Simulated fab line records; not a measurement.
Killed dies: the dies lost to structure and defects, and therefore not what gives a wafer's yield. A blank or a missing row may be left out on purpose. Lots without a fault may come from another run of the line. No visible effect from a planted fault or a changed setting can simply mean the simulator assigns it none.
fab line records | flow sky130
record: lots: 6 | wafers: 17 | last_day: 50
route steps=708 shown VIA4@645 METAL5@661 PAD_OPEN@708
lots that met no fault: taken from a fault-free run of the same line
start_h: hours from the record's opening day to when the first of the lot's shown wafers began | wait_h: hours from the lot's prior step to this one | " identical to the entry in the row above | L1.1+2: one row covering several wafers at once | - no value, or no start was given | * or withheld: withheld | < > ~ a bound
route shown NAME@n: NAME is a module with steps in the file, n the number in the route of the first one | usual: average and standard deviation across the fault-free wafers | same: alike in all rows | chamber/n: place in a boat | sites: each site's reading | _std_site: their standard deviation | _edge_site: inner sites' mean taken away from outer sites' mean | radius_mm: how far each site lies from the wafer's centre | mask NAME#n: copy n | behind: the tool/chamber that last shaped the wafer | hold: why the lot was held/for how many hours/how that ended | device: which transistor (n, p or np) failed to switch | end of line: at the end of the route, the tests of the same wafers | step lacking rows: just its recipe | killed: count of dies lost to structure and defects at first sort (not the wafer's yield) | map: a wafer's dies, x killed, . not, _ none there
set.NAME: the setting that was run; set.NAME@STEP: the one run at that earlier step | model.NAME: the simulator's own value behind a step, which no gauge read
lots at some steps of the route; a table a step, a row a wafer
services: the hour from which a tool's chamber was out of use, counted from the record's first day as start_h (under 0 if before that day), plus the number of hours and why
== steps ==
step: SKY_VIA4_COAT_06
recipe: resist: NOVOLAK | spin_rpm: 3000 | resist_thk_nm: 1140
step: SKY_VIA4_SOFTBAKE_07
recipe: temp_c: 90 | time_s: 60 | resist: NOVOLAK
step: SKY_VIA4_EXPOSE_08
recipe: mask_id: VIM4 | na: 0.6 | source_shape: conventional | sigma_outer: 0.6 | polarization: unpolarized | target_cd_nm: 800 | dose_mj: 132
step: SKY_VIA4_PEB_09
recipe: temp_c: withheld | time_s: * | resist: NOVOLAK
step: SKY_VIA4_DEVELOP_10
recipe: resist: NOVOLAK | developer: TMAH | develop_time_s: 60 | dev_temp_c: 23
step: SKY_VIA4_OVL_MEAS_11
usual: VIA4_OVL: 1.4/1.5
lot.wafer | tool       | chamber | start_h | wait_h | VIA4_OVL[nm]
L861.2    | overlay-02 | -       | 1025.16 | 0.1    | 3.9
L861.4    | "          | -       | "       | "      | 2.1
L861.6    | "          | -       | "       | "      | 2.5
L869.1    | overlay-01 | -       | 1080.65 | 0.1    | -0.2
L869.4    | "          | -       | "       | "      | -1.0
L870.3    | overlay-02 | -       | 1091.38 | 0.1    | 1.9
L870.4    | "          | -       | "       | "      | 0.1
L870.5    | "          | -       | "       | "      | 0.2
L875.4    | overlay-01 | -       | 1122.69 | 0.1    | -0.2
L875.5    | "          | -       | "       | "      | 1.3
L875.6    | "          | -       | "       | "      | 0.5
L876.1    | overlay-02 | -       | 1131.70 | 0.1    | 0.1
L876.2    | "          | -       | "       | "      | 0.0
L876.6    | "          | -       | "       | "      | 1.3
L881.3    | overlay-01 | -       | 1144.78 | 0.1    | -0.4
L881.5    | "          | -       | "       | "      | 1.9
L881.6    | "          | -       | "       | "      | 1.9
step: SKY_VIA4_ETCH_12
recipe: target: SiO2 | chemistry: C4F8/O2/Ar | stop_on: TiN | mask_material: NOVOLAK | source_w: 1500 | bias_w: 1200 | pressure_mtorr: 40 | c4f8_flow_sccm: withheld | O2_flow_sccm: 6 | Ar_flow_sccm: 300 | time_s: withheld | target_depth_a: 5800
usual: chamber_pressure_mTorr: 40.00/0.039 | oes_product_au: 0.925/0.0051
lot.wafer | tool        | chamber | start_h | wait_h | chamber_pressure_mTorr | oes_product_au
L861.2    | rie_diel-03 | 3       | 1025.19 | 0.0    | 39.96                  | 0.920
L861.4    | "           | 2       | "       | "      | 40.00                  | 0.920
L861.6    | "           | 2       | "       | "      | 40.00                  | 0.923
L869.1    | rie_diel-03 | 1       | 1080.69 | 0.0    | 40.03                  | 0.926
L869.4    | "           | 0       | "       | "      | 40.01                  | 0.918
L870.3    | rie_diel-03 | 2       | 1091.40 | 0.0    | 40.00                  | 0.924
L870.4    | "           | 0       | "       | "      | 39.97                  | 0.924
L870.5    | "           | 2       | "       | "      | 39.98                  | 0.929
L875.4    | rie_diel-03 | 2       | 1122.70 | 0.0    | 39.98                  | 0.921
L875.5    | "           | 1       | "       | "      | 39.96                  | 0.915
L875.6    | "           | 2       | "       | "      | 40.04                  | 0.934
L876.1    | rie_diel-03 | 0       | 1131.74 | 0.0    | 40.00                  | 0.933
L876.2    | "           | 3       | "       | "      | 39.98                  | 0.920
L876.6    | "           | 3       | "       | "      | 40.05                  | 0.934
L881.3    | rie_diel-03 | 1       | 1144.84 | 0.1    | 39.99                  | 0.930
L881.5    | "           | 1       | "       | "      | 39.97                  | 0.925
L881.6    | "           | 2       | "       | "      | 39.99                  | 0.931
step: SKY_VIA4_STRIP_13
recipe: chemistry: O2/N2 | power_w: 1400 | pressure_mtorr: 1500 | platen_temp_c: withheld | o2_flow_sccm: 3000 | n2_flow_sccm: 300 | overash_fraction: 0.5
usual: chamber_pressure_mTorr: 1499.8/1.3 | drypump_motor_current_A: 5.50/0.27 | oes_product_au: 0.709/0.0046 | strip_time_to_endpoint_s: 12.80/0.03
lot.wafer | tool            | chamber | start_h | wait_h | chamber_pressure_mTorr | drypump_motor_current_A | oes_product_au | rf_hours_counter_h | strip_time_to_endpoint_s
L861.2    | plasma_asher-01 | 1       | 1025.26 | -      | 1501.9                 | 5.52                    | 0.704          | 31                 | 12.77
L861.4    | "               | 0       | "       | "      | 1500.7                 | 5.55                    | 0.711          | -                  | 12.80
L861.6    | "               | 1       | "       | "      | 1501.2                 | 5.52                    | 0.710          | -                  | 12.82
L869.1    | plasma_asher-01 | 0       | 1080.76 | -      | 1500.8                 | 5.56                    | 0.714          | 37                 | 12.82
L869.4    | "               | 0       | "       | "      | 1500.5                 | 5.58                    | 0.710          | -                  | 12.79
L870.3    | plasma_asher-01 | 0       | 1091.51 | -      | 1500.7                 | 5.57                    | 0.709          | -                  | 12.77
L870.4    | "               | 1       | "       | "      | 1500.8                 | 5.49                    | 0.706          | -                  | 12.81
L870.5    | "               | 0       | "       | "      | 1502.0                 | 5.61                    | 0.702          | -                  | 12.79
L875.4    | plasma_asher-01 | 0       | 1122.81 | -      | 1501.4                 | 5.61                    | 0.709          | -                  | 12.83
L875.5    | "               | 1       | "       | "      | 1501.0                 | 5.49                    | 0.703          | -                  | 12.83
L875.6    | "               | 0       | "       | "      | 1500.0                 | 5.59                    | 0.710          | -                  | 12.83
L876.1    | plasma_asher-03 | 1       | 1131.81 | -      | 1499.5                 | 5.55                    | 0.710          | 72                 | 12.76
L876.2    | "               | 0       | "       | "      | 1499.3                 | 5.54                    | 0.710          | 72                 | 12.77
L876.6    | "               | 0       | "       | "      | 1499.5                 | 5.56                    | 0.708          | -                  | 12.81
L881.3    | plasma_asher-02 | 1       | 1144.95 | -      | 1500.6                 | 4.74                    | 0.709          | -                  | 12.78
L881.5    | "               | 1       | "       | "      | 1501.4                 | 4.73                    | 0.709          | -                  | 12.79
L881.6    | "               | 0       | "       | "      | 1498.9                 | 5.78                    | 0.711          | -                  | 12.77
step: SKY_VIA4_STRIP_14
recipe: chemistry: post_etch_residue_remover | time_s: 1200 | temp_c: 72.5
step: SKY_VIA4_CLEAN_15
recipe: chemistry: IPA | time_s: 180 | temp_c: 25
step: SKY_VIA4_CLEAN_16
recipe: chemistry: O3/DIW | dry: n2_spin
step: SKY_VIA4_SPUTTER_17
recipe: material: TiN | target_thk_nm: 20 | chamber_pressure_pa: 5 | power_w: 4000 | time_s: 80
usual: throttle_valve_pct: 30.4/1.1
lot.wafer | tool           | chamber | start_h | wait_h | throttle_valve_pct
L861.2    | pvd_sputter-01 | -       | 1025.85 | 0.0    | 30.8
L861.4    | "              | -       | "       | "      | 32.4
L861.6    | "              | -       | "       | "      | 29.0
L869.1    | pvd_sputter-02 | -       | 1081.36 | 0.0    | 29.5
L869.4    | "              | -       | "       | "      | 29.2
L870.3    | pvd_sputter-03 | -       | 1092.11 | 0.0    | 30.1
L870.4    | "              | -       | "       | "      | 32.0
L870.5    | "              | -       | "       | "      | 30.4
L875.4    | pvd_sputter-02 | -       | 1123.37 | 0.0    | 30.1
L875.5    | "              | -       | "       | "      | 29.6
L875.6    | "              | -       | "       | "      | 28.6
L876.1    | pvd_sputter-02 | -       | 1132.40 | 0.0    | 31.4
L876.2    | "              | -       | "       | "      | 29.7
L876.6    | "              | -       | "       | "      | 28.9
L881.3    | pvd_sputter-01 | -       | 1145.54 | 0.0    | 30.0
L881.5    | "              | -       | "       | "      | 29.4
L881.6    | "              | -       | "       | "      | 29.7
step: SKY_VIA4_CVD_18
recipe: material: W | target_thk_nm: 505 | time_s: 152.14 | temp_c: 400 | pressure_torr: 40
usual: heater_power_w: 848/63 | susceptor_temp_C: 399.99/0.21
lot.wafer | tool     | chamber | start_h | wait_h | heater_power_w | susceptor_temp_C | model.W_of_VIA4_CVD_18.thk_nm
L861.2    | cvd_w-02 | 1       | 1025.92 | 0.0    | 899            | 399.96           | 506.5
L861.4    | "        | 0       | "       | "      | 767            | 400.16           | 507.5
L861.6    | "        | 0       | "       | "      | 764            | 400.16           | 510.3
L869.1    | cvd_w-02 | 1       | 1081.42 | 0.0    | 908            | 399.89           | 499.4
L869.4    | "        | 1       | "       | "      | 894            | 400.09           | 879.4
L870.3    | cvd_w-02 | 0       | 1092.22 | 0.1    | 776            | 400.13           | 507.1
L870.4    | "        | 1       | "       | "      | 922            | 400.04           | 873.5
L870.5    | "        | 0       | "       | "      | 756            | 399.87           | 500
L875.4    | cvd_w-01 | 0       | 1123.48 | 0.1    | 840            | 399.50           | 516.9
L875.5    | "        | 0       | "       | "      | 833            | 399.27           | 524.1
L875.6    | "        | 1       | "       | "      | 916            | 399.95           | 508.7
L876.1    | cvd_w-01 | 0       | 1132.47 | 0.0    | 819            | 399.88           | 523.3
L876.2    | "        | 1       | "       | "      | 916            | 399.87           | 506.9
L876.6    | "        | 1       | "       | "      | 926            | 400.00           | 507.3
L881.3    | cvd_w-01 | 1       | 1145.65 | 0.1    | 910            | 399.87           | 511
L881.5    | "        | 1       | "       | "      | 925            | 399.91           | 508.5
L881.6    | "        | 0       | "       | "      | 820            | 400.07           | 529.2
step: SKY_VIA4_RS_MEAS_19
recipe: thk_meas_gauge: four-point-probe | reads: W_of_VIA4_CVD_18+TiN_of_VIA4_SPUTTER_17
usual: VIA4_W_RS: 0.225/0.0044
lot.wafer | tool          | chamber | start_h | wait_h | VIA4_W_RS[ohm/sq]
L861.2    | film_metro-03 | -       | 1026.09 | 0.1    | 0.225
L861.4    | "             | -       | "       | "      | 0.224
L861.6    | "             | -       | "       | "      | 0.224
L869.1    | film_metro-02 | -       | 1081.58 | 0.1    | 0.228
L869.4    | "             | -       | "       | "      | 0.129
L870.3    | film_metro-02 | -       | 1092.36 | 0.1    | 0.225
L870.4    | "             | -       | "       | "      | 0.130
L870.5    | "             | -       | "       | "      | 0.228
L875.4    | film_metro-02 | -       | 1123.64 | 0.1    | 0.221
L875.5    | "             | -       | "       | "      | 0.218
L875.6    | "             | -       | "       | "      | 0.224
L876.1    | film_metro-03 | -       | 1132.62 | 0.1    | 0.218
L876.2    | "             | -       | "       | "      | 0.225
L876.6    | "             | -       | "       | "      | 0.225
L881.3    | film_metro-02 | -       | 1145.79 | 0.1    | 0.224
L881.5    | "             | -       | "       | "      | 0.225
L881.6    | "             | -       | "       | "      | 0.216
step: SKY_VIA4_THK_MEAS_20
recipe: thk_meas_gauge: xrf | reads: W_of_VIA4_CVD_18
usual: VIA4_W_THK: 497/9.5
lot.wafer | tool          | chamber | start_h | wait_h | VIA4_W_THK[nm]
L861.2    | film_metro-03 | -       | 1026.20 | 0.1    | 498
L861.4    | "             | -       | "       | "      | 498
L861.6    | "             | -       | "       | "      | 503
L869.1    | film_metro-02 | -       | 1081.70 | 0.1    | 488
L869.4    | "             | -       | "       | "      | 852
L870.3    | film_metro-02 | -       | 1092.46 | 0.1    | 495
L870.4    | "             | -       | "       | "      | 843
L870.5    | "             | -       | "       | "      | 490
L875.4    | film_metro-02 | -       | 1123.73 | 0.1    | 505
L875.5    | "             | -       | "       | "      | 513
L875.6    | "             | -       | "       | "      | 499
L876.1    | film_metro-03 | -       | 1132.74 | 0.1    | 521
L876.2    | "             | -       | "       | "      | 501
L876.6    | "             | -       | "       | "      | 501
L881.3    | film_metro-02 | -       | 1145.89 | 0.1    | 498
L881.5    | "             | -       | "       | "      | 497
L881.6    | "             | -       | "       | "      | 514
step: SKY_VIA4_CMP_21
recipe: stop_on: SiO2 | t_overpolish_s: 25 | down_force_psi: 3.5 | platen_rpm: 60 | target_thk_nm: 0 | pad_velocity_m_s: 0.94248
usual: motor_current_A: 11.1/0.8 | slurry_filter_dp_kPa: 13.50/0.14 | slurry_flow_ml_min: 150.0/0.5 | time_to_endpoint_s: 122/4.3
lot.wafer | tool   | chamber | start_h | wait_h | motor_current_A | slurry_filter_dp_kPa | slurry_flow_ml_min | time_to_endpoint_s
L861.4    | cmp-01 | 3       | 1026.25 | 0.0    | 11.2            | 13.72                | 150.3              | 121
L861.2    | "      | 2       | "       | "      | 11.0            | 13.26                | 149.8              | 118
L861.6    | "      | 3       | "       | "      | 11.1            | 13.68                | 150.1              | 121
L869.1    | cmp-02 | 0       | 1081.76 | 0.1    | 13.2            | 13.58                | 149.8              | 124
L869.4    | "      | 2       | "       | "      | 11.4            | 13.44                | 150.3              | 213
L870.4    | cmp-01 | 0       | 1092.57 | 0.1    | 10.4            | 13.79                | 150.6              | 208
L870.3    | "      | 2       | "       | "      | 11.0            | 13.65                | 150.1              | 123
L870.5    | "      | 0       | "       | "      | 10.4            | 13.54                | 150.9              | 121
L875.4    | cmp-02 | 3       | 1123.91 | 0.2    | 12.1            | 13.57                | 149.5              | 120
L875.6    | "      | 0       | "       | "      | 12.3            | 13.47                | 150.4              | 121
L875.5    | "      | 1       | "       | "      | 11.0            | 13.40                | 149.8              | 126
L876.2    | cmp-01 | 3       | 1132.80 | 0.0    | 11.4            | 13.37                | 149.4              | 119
L876.1    | "      | 1       | "       | "      | 11.7            | 13.73                | 150.0              | 122
L876.6    | "      | 3       | "       | "      | 11.7            | 13.39                | 150.3              | 121
L881.3    | cmp-02 | 1       | 1146.03 | 0.1    | 11.0            | 13.44                | 150.2              | 128
L881.5    | "      | 3       | "       | "      | 12.2            | 13.65                | 150.5              | 124
L881.6    | "      | 0       | "       | "      | 12.5            | 13.45                | 150.5              | 133
step: SKY_METAL5_SPUTTER_00
recipe: material: Ti | target_thk_nm: 15 | power_w: 3000 | time_s: 10 | chamber_pressure_pa: 0.4
usual: throttle_valve_pct: 30.2/0.86
lot.wafer | tool           | chamber | start_h | wait_h | throttle_valve_pct
L861.2    | pvd_sputter-04 | -       | 1026.55 | 0.1    | 30.2
L861.4    | "              | -       | "       | "      | 30.0
L861.6    | "              | -       | "       | "      | 30.0
L869.1    | pvd_sputter-04 | -       | 1082.06 | 0.2    | 30.3
L869.4    | "              | -       | "       | "      | 30.6
L870.3    | pvd_sputter-02 | -       | 1092.82 | 0.1    | 30.1
L870.4    | "              | -       | "       | "      | 31.5
L870.5    | "              | -       | "       | "      | 29.6
L875.4    | pvd_sputter-01 | -       | 1124.06 | 0.1    | 29.8
L875.5    | "              | -       | "       | "      | 29.1
L875.6    | "              | -       | "       | "      | 29.9
L876.1    | pvd_sputter-01 | -       | 1133.10 | 0.1    | 29.8
L876.2    | "              | -       | "       | "      | 29.2
L876.6    | "              | -       | "       | "      | 29.5
L881.3    | pvd_sputter-04 | -       | 1146.23 | 0.1    | 30.0
L881.5    | "              | -       | "       | "      | 30.0
L881.6    | "              | -       | "       | "      | 30.2
step: SKY_PAD_OPEN_PROBE_99
usual: defect_limited_yield: 82.5/2 | killed_at_M0_to_M3: 44/7 | killed_at_M4_up: 3.0/1.7 | killed_at_contacts: 24/5.2 | killed_at_front_end: 15/4.8 | killed_at_other: 0.2/0.56 | killed_dies: 86/9.7 | killed_open: 47/7.1 | killed_short: 39/6.3 | sort_bin_3_pad_short: 0.9/0.4 | sort_bin_5_function: 10.3/1.6 | sort_bin_6_memory: 6.3/1.2 | sort_n_pass: 406/9.7 | sort_yield_pct: 82.5/2
same: gross_dies: 492 | killed_at_back_side: 0 | sort_bin_4_leakage[%]: 0 | sort_bin_8_speed[%]: 0
lot.wafer | tool      | chamber | start_h | wait_h | defect_limited_yield[%] | killed_at_M0_to_M3 | killed_at_M4_up | killed_at_contacts | killed_at_front_end | killed_at_other | killed_dies | killed_open | killed_short | sort_bin_3_pad_short[%] | sort_bin_5_function[%] | sort_bin_6_memory[%] | sort_n_pass | sort_yield_pct[%]
L861.2    | prober-01 | -       | 1097.49 | 0.1    | 82.3                    | 50                 | 3               | 23                 | 11                  | 0               | 87          | 42          | 45           | 0.8                     | 11.0                   | 5.9                  | 405         | 82.3
L861.4    | prober-01 | -       | 1097.59 | 0.2    | 84.6                    | 43                 | 1               | 26                 | 6                   | 0               | 76          | 42          | 34           | 1.2                     | 8.7                    | 5.5                  | 416         | 84.6
L861.6    | prober-01 | -       | 1097.69 | 0.2    | 82.1                    | 48                 | 3               | 23                 | 13                  | 1               | 88          | 52          | 36           | 0.6                     | 10.8                   | 6.5                  | 404         | 82.1
L869.1    | prober-01 | -       | 1144.77 | 0.1    | 81.5                    | 44                 | 5               | 25                 | 16                  | 1               | 91          | 42          | 49           | 1.6                     | 9.8                    | 7.1                  | 401         | 81.5
L869.4    | prober-01 | -       | 1144.92 | 0.2    | 82.3                    | 51                 | 6               | 17                 | 13                  | 0               | 87          | 54          | 33           | 1.0                     | 9.8                    | 6.9                  | 405         | 82.3
L870.3    | prober-02 | -       | 1155.29 | 0.2    | 82.3                    | 44                 | 5               | 23                 | 13                  | 2               | 87          | 44          | 41           | 1.4                     | 12.2                   | 4.1                  | 405         | 82.3
L870.4    | prober-02 | -       | 1155.34 | 0.2    | 81.7                    | 45                 | 2               | 31                 | 10                  | 2               | 90          | 54          | 35           | 1.2                     | 10.6                   | 6.5                  | 402         | 81.7
L870.5    | prober-02 | -       | 1155.39 | 0.2    | 81.9                    | 53                 | 2               | 18                 | 16                  | 0               | 89          | 52          | 37           | 0.6                     | 8.9                    | 8.5                  | 403         | 81.9
L875.4    | prober-02 | -       | 1182.81 | 0.2    | 82.3                    | 44                 | 4               | 26                 | 13                  | 0               | 87          | 45          | 42           | 1.2                     | 12.0                   | 4.5                  | 405         | 82.3
L875.5    | prober-02 | -       | 1182.86 | 0.2    | 84.1                    | 36                 | 5               | 23                 | 14                  | 0               | 78          | 36          | 42           | 1.4                     | 11.6                   | 2.8                  | 414         | 84.1
L875.6    | prober-02 | -       | 1182.91 | 0.2    | 83.1                    | 43                 | 3               | 25                 | 12                  | 0               | 83          | 47          | 35           | 0.4                     | 10.4                   | 6.1                  | 409         | 83.1
L876.1    | prober-02 | -       | 1189.03 | 0.1    | 82.1                    | 39                 | 3               | 35                 | 11                  | 0               | 88          | 49          | 39           | 1.0                     | 10.8                   | 6.1                  | 404         | 82.1
L876.2    | prober-02 | -       | 1189.08 | 0.1    | 80.5                    | 47                 | 3               | 27                 | 18                  | 1               | 96          | 54          | 42           | 1.0                     | 11.0                   | 7.5                  | 396         | 80.5
L876.6    | prober-02 | -       | 1189.28 | 0.2    | 85.0                    | 35                 | 3               | 14                 | 22                  | 0               | 74          | 36          | 38           | 0.2                     | 7.1                    | 7.7                  | 418         | 85.0
L881.3    | prober-02 | -       | 1200.14 | 0.2    | 78.3                    | 47                 | 3               | 39                 | 18                  | 0               | 107         | 55          | 51           | 1.0                     | 13.8                   | 6.9                  | 385         | 78.3
L881.5    | prober-02 | -       | 1200.24 | 0.2    | 83.5                    | 50                 | 0               | 16                 | 15                  | 0               | 81          | 43          | 38           | 0.8                     | 10.6                   | 5.1                  | 411         | 83.5
L881.6    | prober-02 | -       | 1200.29 | 0.2    | 82.9                    | 43                 | 1               | 24                 | 16                  | 0               | 84          | 44          | 38           | 0.8                     | 9.3                    | 6.9                  | 408         | 82.9
killed by level:class
L861.2 CONTACT:geometric_particle:open=10 LOCAL_INTERCONNECT:geometric_particle:short=9 VIA1:geometric_particle:open=9 VIA1:geometric_particle:short=9 VIA2:geometric_particle:open=7 VIA3:geometric_particle:open=7 VIA3:geometric_particle:short=5 METAL2:geometric_particle:short=4
L861.4 VIA1:geometric_particle:open=14 VIA3:geometric_particle:open=9 CONTACT:geometric_particle:open=8 LOCAL_INTERCONNECT:geometric_particle:short=7 METAL2:geometric_particle:short=6 CONTACT:geometric_particle:short=4 LI_CONTACT:geometric_particle:short=3 LI_CONTACT:geometric_particle:open=3
L861.6 VIA2:geometric_particle:open=11 VIA1:geometric_particle:open=11 CONTACT:geometric_particle:open=10 VIA1:geometric_particle:short=7 LOCAL_INTERCONNECT:geometric_particle:short=5 FIELD_ISO:geometric_particle:open=4 LI_CONTACT:geometric_particle:open=4 METAL1:geometric_particle:short=4
L869.1 VIA1:geometric_particle:open=9 LI_CONTACT:geometric_particle:open=8 METAL2:geometric_particle:short=7 METAL1:geometric_particle:short=6 CONTACT:geometric_particle:short=6 CONTACT:geometric_particle:open=6 VIA1:geometric_particle:short=6 FIELD_ISO:geometric_particle:short=5
L869.4 VIA1:geometric_particle:open=11 CONTACT:geometric_particle:open=9 METAL1:geometric_particle:short=8 METAL2:geometric_particle:short=7 VIA2:geometric_particle:open=6 VIA3:geometric_particle:open=5 FIELD_ISO:geometric_particle:open=4 POLY_GATE:geometric_particle:open=4
L870.3 VIA1:geometric_particle:open=11 VIA3:geometric_particle:open=8 VIA1:geometric_particle:short=8 LI_CONTACT:geometric_particle:open=7 CONTACT:geometric_particle:open=5 CONTACT:geometric_particle:short=5 VIA2:geometric_particle:open=5 LOCAL_INTERCONNECT:geometric_particle:short=4
L870.4 CONTACT:geometric_particle:open=17 VIA1:geometric_particle:open=11 VIA3:geometric_particle:open=8 VIA2:geometric_particle:open=7 LI_CONTACT:geometric_particle:short=5 LOCAL_INTERCONNECT:geometric_particle:short=5 METAL1:geometric_particle:short=5 VIA1:geometric_particle:short=5
L870.5 VIA1:geometric_particle:open=16 VIA2:geometric_particle:open=9 CONTACT:geometric_particle:open=6 METAL1:geometric_particle:short=6 VIA2:geometric_particle:short=6 VIA1:geometric_particle:short=5 LI_CONTACT:geometric_particle:open=4 SPACER:geometric_particle:short=4
L875.4 VIA1:geometric_particle:open=13 LI_CONTACT:geometric_particle:open=7 CONTACT:geometric_particle:open=7 METAL1:geometric_particle:short=7 LOCAL_INTERCONNECT:geometric_particle:short=5 VIA2:geometric_particle:open=5 FIELD_ISO:geometric_particle:short=4 FIELD_ISO:geometric_particle:open=4
L875.5 LOCAL_INTERCONNECT:geometric_particle:short=8 VIA3:geometric_particle:open=8 VIA1:geometric_particle:open=7 VIA1:geometric_particle:short=6 FIELD_ISO:geometric_particle:short=5 METAL3:geometric_particle:short=5 LI_CONTACT:geometric_particle:open=5 METAL4:geometric_particle:short=5
L875.6 VIA1:geometric_particle:open=11 LI_CONTACT:geometric_particle:open=9 VIA1:geometric_particle:short=7 VIA3:geometric_particle:open=7 CONTACT:geometric_particle:open=6 LOCAL_INTERCONNECT:geometric_particle:short=5 VIA2:geometric_particle:open=4 VIA3:geometric_particle:short=4
L876.1 CONTACT:geometric_particle:open=13 VIA1:geometric_particle:open=11 LI_CONTACT:geometric_particle:open=9 VIA1:geometric_particle:short=7 CONTACT:geometric_particle:short=6 VIA2:geometric_particle:open=5 POLY_GATE:geometric_particle:short=4 LOCAL_INTERCONNECT:geometric_particle:short=4
L876.2 CONTACT:geometric_particle:open=14 VIA1:geometric_particle:open=9 VIA3:geometric_particle:open=9 METAL2:geometric_particle:short=9 FIELD_ISO:geometric_particle:short=6 VIA2:geometric_particle:open=6 POLY_GATE:geometric_particle:short=5 LI_CONTACT:geometric_particle:open=5
L876.6 VIA1:geometric_particle:open=9 METAL1:geometric_particle:short=6 LI_CONTACT:geometric_particle:open=5 POLY_GATE:geometric_particle:short=5 FIELD_ISO:geometric_particle:short=4 VIA3:geometric_particle:open=4 FIELD_ISO:geometric_particle:open=3 SPACER:geometric_particle:open=3
L881.3 CONTACT:geometric_particle:open=11 LI_CONTACT:geometric_particle:open=9 CONTACT:geometric_particle:short=9 VIA1:geometric_particle:open=9 METAL1:geometric_particle:short=8 VIA3:geometric_particle:open=7 VIA2:geometric_particle:open=5 LOCAL_INTERCONNECT:geometric_particle:short=4
L881.5 VIA3:geometric_particle:open=10 METAL1:geometric_particle:short=7 VIA2:geometric_particle:open=7 CONTACT:geometric_particle:open=6 VIA1:geometric_particle:short=5 VIA1:geometric_particle:open=5 METAL2:geometric_particle:short=5 FIELD_ISO:geometric_particle:open=4
L881.6 VIA2:geometric_particle:open=8 VIA3:geometric_particle:open=6 LI_CONTACT:geometric_particle:open=6 LOCAL_INTERCONNECT:geometric_particle:short=6 CONTACT:geometric_particle:open=5 VIA1:geometric_particle:short=5 VIA1:geometric_particle:open=5 FIELD_ISO:geometric_particle:open=4
== services ==
tool            | chamber | start_h | hours | kind
plasma_asher-02 | -       | 1010.77 | 29.0  | pm
plasma_asher-02 | -       | 1039.74 | 2.8   | pm
cmp-02          | -       | 1041.12 | 4.7   | pm
cvd_w-02        | 0       | 1043.97 | 16.5  | repair
pvd_sputter-04  | -       | 1049.80 | 10.7  | repair
plasma_asher-02 | -       | 1055.25 | 9.0   | pm
plasma_asher-02 | 0       | 1055.25 | 9.0   | vent_cycle
plasma_asher-02 | 1       | 1055.25 | 9.0   | vent_cycle
plasma_asher-02 | 0       | 1064.25 | -     | clean
plasma_asher-02 | 1       | 1064.25 | -     | clean
pvd_sputter-04  | -       | 1066.53 | 0.6   | repair
cvd_w-02        | -       | 1079.34 | 0.2   | repair
cmp-01          | -       | 1084.11 | 4.0   | pm
cmp-01          | -       | 1088.11 | -     | consumable_replace:conditioner
cmp-01          | -       | 1088.11 | -     | consumable_replace:pad
cmp-02          | -       | 1096.43 | 2.5   | repair
rie_diel-03     | -       | 1117.05 | 1.1   | repair
cvd_w-02        | 1       | 1121.24 | 4.9   | repair
pvd_sputter-04  | -       | 1122.99 | 1.6   | repair
pvd_sputter-01  | -       | 1128.82 | 1.4   | repair
rie_diel-03     | 0       | 1139.26 | 22.1  | repair
rie_diel-03     | 3       | 1139.89 | 5.4   | repair
== key ==
first_sign: step: SKY_VIA4_RS_MEAS_19 | reading: VIA4_W_RS | direction: down | sigmas: 22 | usual: 0.225 | struck: 0.130
effect: step: SKY_VIA4_THK_MEAS_20 | reading: VIA4_W_THK | direction: up | sigmas: 37 | usual: 497 | struck: 847
effect: step: SKY_VIA4_CMP_21 | reading: time_to_endpoint_s | direction: up | sigmas: 21 | usual: * | struck: *
model_effect: step: SKY_VIA4_CVD_18 | value: W_of_VIA4_CVD_18.thk_nm | without: 501.5 | struck: 876.5
met_at SKY_VIA4_CVD_18
struck_wafers L869.4,L870.4
onset_between 1025.92 1081.42
fault: kind: process_parameter_drift | tool: cvd_w-02 | chamber: - | onset_h: 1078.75 | steps: SKY_VIA4_CVD_18 | channel: target_thk_nm | offset: 377 | shape: step | end_h: 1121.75 | scope: struck_wafers_only | acts_in: these_recipes_only | stated: 505
